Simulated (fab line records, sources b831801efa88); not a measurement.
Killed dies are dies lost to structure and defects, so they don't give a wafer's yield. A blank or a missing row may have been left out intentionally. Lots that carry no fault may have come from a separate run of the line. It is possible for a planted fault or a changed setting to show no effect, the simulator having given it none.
A lot that was struck, set against a sound lot :: flow sky130 :: 15 out of 708 route steps
Sound: wafers L865.3, L865.5, L865.6. Wafers struck: L868.1, L868.5, L868.6. The cause comes at the end.
Order at every step that has rows: each side's tool, ch and its chambers, its first start. Under that, the readings that differ: sound wafers :: struck wafers :: difference of the means :: sigmas: that difference in standard deviations of wafers without a fault.
alike: readings with means less than 2 such deviations apart, plus words and numbers identical on both sides. not compared: withheld readings, readings lacking a value on some wafer, bounds such as >300 that could conceal the same value, and numbers that have no deviation in the record and whose values overlap.
A row with sigmas, a row that says differs or no value, or rows on one side alone: a step with any of these is where the two part. Numbers that have no deviation but don't overlap get no sigmas and don't part them. A reading missing from all wafers of one side parts the sides only when that side holds two or more wafers.

first, 7 steps without rows for these wafers: SKY_PAD_OPEN_DEHYDRATE_00 (time 60 s); SKY_PAD_OPEN_HMDS_01 (prime time 60 s); SKY_PAD_OPEN_COAT_02 (resist thk 3000 nm); SKY_PAD_OPEN_SOFTBAKE_03; SKY_PAD_OPEN_EXPOSE_04 (exposes mask PDM, target cd 60000 nm); SKY_PAD_OPEN_PEB_05; SKY_PAD_OPEN_DEVELOP_06 (develop time 60 s).
SKY_PAD_OPEN_ETCH_07: etches the open film in CF4/O2, stops on AlCu, target depth 725 nm, time 161.1 s.
  sound on rie diel-03 ch 0,1,2, day 47 18:23; struck on rie diel-04 ch 1,2,3, day 48 12:23
  alike: bias w, drypump motor current A, oes product au, throttle valve pct
  not compared: rf hours counter h
SKY_PAD_OPEN_STRIP_08: strips in O2/N2.
  sound on plasma asher-02 ch 0,1, day 47 18:31; struck on plasma asher-04 ch 0,1, day 48 12:29
  alike: drypump motor current A, oes product au
  not compared: rf hours counter h
then, 3 steps without rows for these wafers: SKY_PAD_OPEN_STRIP_09 (strips in post etch residue remover, time 1200 s); SKY_PAD_OPEN_CLEAN_10 (cleans in IPA, time 180 s); SKY_PAD_OPEN_CLEAN_11 (cleans in O3/DIW).
SKY_PAD_OPEN_ANNEAL_12:
  sound on furnace-02 ch 0, day 47 19:05; struck on furnace-01 ch 0, day 48 13:32
reading: spike tc bottom C (C)
sound: 421.4 421.0 423.9
struck: 403.8 402.1 402.5
difference: -19.3
sigmas: -19

reading: spike tc centre C (C)
sound: 397.7 399.6 399.3
struck: 378.0 378.4 379.1
difference: -20.4
sigmas: -19

reading: spike tc lower C (C)
sound: 400.4 399.7 400.5
struck: 379.6 378.6 379.3
difference: -21.0
sigmas: -21

reading: spike tc upper C (C)
sound: 398.2 399.5 400.7
struck: 378.8 378.2 378.9
difference: -20.8
sigmas: -21

reading: tube center temp C (C)
sound: 399.97 399.97 400
struck: 379.18 379.18 379.2
difference: -20.79
sigmas: -99 or more

reading: tube_center_temp_C_max
sound: 400.88 400.78 401.01
struck: 380.22 380.43 380.01
difference: -20.67
sigmas: -99 or more

reading: zone power bottom pct (%)
sound: 7.3 7.3 7.2
struck: 4.4 4.4 4.4
difference: -2.9
sigmas: -2

reading: zone power upper pct (%)
sound: 4.29 4.27 4.38
struck: 3.79 3.81 3.75
difference: -0.53
sigmas: -4
  alike: ramp up c per min
SKY_PAD_OPEN_BOW_MEAS_13:
  struck on film metro-04, day 48 15:02; sound on film metro-03, day 47 20:37
  alike: PAD_OPEN_BOW
SKY_PAD_OPEN_PROBE_99:
  struck on prober-02, day 48 15:09; sound on prober-02, day 47 20:48
  alike: defect limited yield, killed_at_M0_to_M3, killed_at_M4_up, killed at contacts, killed at front end, killed at other, killed dies, killed open, killed short, sort_bin_3_pad_short, sort_bin_5_function, sort_bin_6_memory, sort n pass, sort yield pct

## WHERE THEY PART
SKY_PAD_OPEN_ANNEAL_12 only, going by this record. Later steps at which nothing parts them and some readings are alike: SKY_PAD_OPEN_BOW_MEAS_13, SKY_PAD_OPEN_PROBE_99.

WHY: whatever the simulator had introduced
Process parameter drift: furnace-01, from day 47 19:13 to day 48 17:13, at SKY_PAD_OPEN_ANNEAL_12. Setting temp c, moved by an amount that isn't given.
